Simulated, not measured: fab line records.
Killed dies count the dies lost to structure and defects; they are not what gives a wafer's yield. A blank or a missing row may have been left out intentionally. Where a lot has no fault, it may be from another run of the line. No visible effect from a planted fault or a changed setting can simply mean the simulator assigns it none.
Tool commonality check || flow gf180mcu || 42 wafers sampled across 12 lots

## WHAT PROMPTED THE OPENING
2 of 12 lots carry a flag on the reading POLY_GATE_OXIDATION_THK at GF_POLY_GATE_THK_MEAS_17. Fault-free wafers read 3.96 nm, with a standard deviation of 0.066.
Rule: a lot is flagged when every wafer of it that has a number lies more than 4 standard deviations from that mean, or none has a number. As for the other lots, they are considered sound.

{"lot": "L457", "measured": "day 9 04:09", "on": "film_metro-03", "POLY_GATE_OXIDATION_THK (nm), wafer by wafer": "3.95 3.94 3.99", "flag": ""}
{"lot": "L458", "measured": "day 9 10:01", "on": "film_metro-01", "POLY_GATE_OXIDATION_THK (nm), wafer by wafer": "3.89 3.92 3.88", "flag": ""}
{"lot": "L459", "measured": "day 9 18:31", "on": "film_metro-04", "POLY_GATE_OXIDATION_THK (nm), wafer by wafer": "4.01 4.07 3.97", "flag": ""}
{"lot": "L463", "measured": "day 11 04:47", "on": "film_metro-01", "POLY_GATE_OXIDATION_THK (nm), wafer by wafer": "3.96 3.85 3.95", "flag": ""}
{"lot": "L466", "measured": "day 12 00:24", "on": "film_metro-01", "POLY_GATE_OXIDATION_THK (nm), wafer by wafer": "2.89 2.95 2.95 2.94 2.93 2.98", "flag": "FLAGGED"}
{"lot": "L468", "measured": "day 12 16:53", "on": "film_metro-04", "POLY_GATE_OXIDATION_THK (nm), wafer by wafer": "2.89 2.96 3.00 2.94 2.99 3.07", "flag": "FLAGGED"}
{"lot": "L471", "measured": "day 13 19:46", "on": "film_metro-03", "POLY_GATE_OXIDATION_THK (nm), wafer by wafer": "3.90 3.94 3.90", "flag": ""}
{"lot": "L473", "measured": "day 14 12:44", "on": "film_metro-03", "POLY_GATE_OXIDATION_THK (nm), wafer by wafer": "4.06 4.00 4.06", "flag": ""}
{"lot": "L476", "measured": "day 15 05:10", "on": "film_metro-01", "POLY_GATE_OXIDATION_THK (nm), wafer by wafer": "3.94 3.85 3.83", "flag": ""}
{"lot": "L477", "measured": "day 15 06:23", "on": "film_metro-01", "POLY_GATE_OXIDATION_THK (nm), wafer by wafer": "3.99 3.90 3.95", "flag": ""}
{"lot": "L478", "measured": "day 15 14:53", "on": "film_metro-01", "POLY_GATE_OXIDATION_THK (nm), wafer by wafer": "3.94 3.94 3.96", "flag": ""}
{"lot": "L480", "measured": "day 16 00:46", "on": "film_metro-03", "POLY_GATE_OXIDATION_THK (nm), wafer by wafer": "3.88 3.81 3.90", "flag": ""}
The numbers of the flagged lots are 2.96 nm on average: -1.00 nm against the usual, or -15 standard deviations.

## TOOL THAT RAN EACH LOT
The record holds 1 process step before the reading, out of a route of 602 steps. Each cell gives the tool, then ch followed by the chambers the sampled wafers passed through, then the start.
{"lot": "L457", "flag": "", "GF_POLY_GATE_OXIDATION_16": "furnace-01 ch 0, day 9 02:53"}
{"lot": "L458", "flag": "", "GF_POLY_GATE_OXIDATION_16": "furnace-01 ch 0, day 9 08:45"}
{"lot": "L459", "flag": "", "GF_POLY_GATE_OXIDATION_16": "furnace-02 ch 0, day 9 17:13"}
{"lot": "L463", "flag": "", "GF_POLY_GATE_OXIDATION_16": "furnace-01 ch 0, day 11 03:32"}
{"lot": "L466", "flag": "FLAGGED", "GF_POLY_GATE_OXIDATION_16": "furnace-01 ch 0, day 11 23:08"}
{"lot": "L468", "flag": "FLAGGED", "GF_POLY_GATE_OXIDATION_16": "furnace-01 ch 0, day 12 15:37"}
{"lot": "L471", "flag": "", "GF_POLY_GATE_OXIDATION_16": "furnace-02 ch 0, day 13 18:31"}
{"lot": "L473", "flag": "", "GF_POLY_GATE_OXIDATION_16": "furnace-02 ch 0, day 14 11:29"}
{"lot": "L476", "flag": "", "GF_POLY_GATE_OXIDATION_16": "furnace-01 ch 0, day 15 03:53"}
{"lot": "L477", "flag": "", "GF_POLY_GATE_OXIDATION_16": "furnace-01 ch 0, day 15 05:08"}
{"lot": "L478", "flag": "", "GF_POLY_GATE_OXIDATION_16": "furnace-01 ch 0, day 15 13:37"}
{"lot": "L480", "flag": "", "GF_POLY_GATE_OXIDATION_16": "furnace-02 ch 0, day 15 23:30"}
What these steps do:
- GF_POLY_GATE_OXIDATION_16: stabilise 600 s, purge 300 s, target thk 4 nm.
- GF_POLY_GATE_THK_MEAS_17

## FLAGGED OVER TOTAL, TOOL BY TOOL (the gauges that took the reading come last)
{"step": "GF_POLY_GATE_OXIDATION_16", "tool": "furnace-01", "lots run": 8, "flagged": 2, "share of the flagged lots": "all", "sound lots run after its first flagged lot": "3 (L476,L477,L478)"}
{"step": "GF_POLY_GATE_OXIDATION_16", "tool": "furnace-02", "lots run": 4, "flagged": 0, "share of the flagged lots": "none", "sound lots run after its first flagged lot": "-"}
{"step": "GF_POLY_GATE_THK_MEAS_17", "tool": "film_metro-01", "lots run": 6, "flagged": 1, "share of the flagged lots": "some", "sound lots run after its first flagged lot": "3 (L476,L477,L478)"}
{"step": "GF_POLY_GATE_THK_MEAS_17", "tool": "film_metro-03", "lots run": 4, "flagged": 0, "share of the flagged lots": "none", "sound lots run after its first flagged lot": "-"}
{"step": "GF_POLY_GATE_THK_MEAS_17", "tool": "film_metro-04", "lots run": 2, "flagged": 1, "share of the flagged lots": "some", "sound lots run after its first flagged lot": 0}

## WHAT IS ALLOWED BY THE TABLE
All flagged lots share 1 row of the table, namely furnace-01 at GF_POLY_GATE_OXIDATION_16.
- furnace-01 at GF_POLY_GATE_OXIDATION_16 ran 8 lots, 2 of them flagged. Sound lots ran on it after the first flagged one (L476, L477, L478), which a lasting fault on the whole tool wouldn't allow. Its own readings (spike_tc_bottom_C, spike_tc_centre_C, spike_tc_lower_C, spike_tc_top_C, spike_tc_upper_C) fall more than 4 standard deviations out on all wafers of the flagged lots.
Every row of the table either missed a flagged lot or ran a sound lot after the first.

## WHAT THE SIMULATOR HAD INSERTED
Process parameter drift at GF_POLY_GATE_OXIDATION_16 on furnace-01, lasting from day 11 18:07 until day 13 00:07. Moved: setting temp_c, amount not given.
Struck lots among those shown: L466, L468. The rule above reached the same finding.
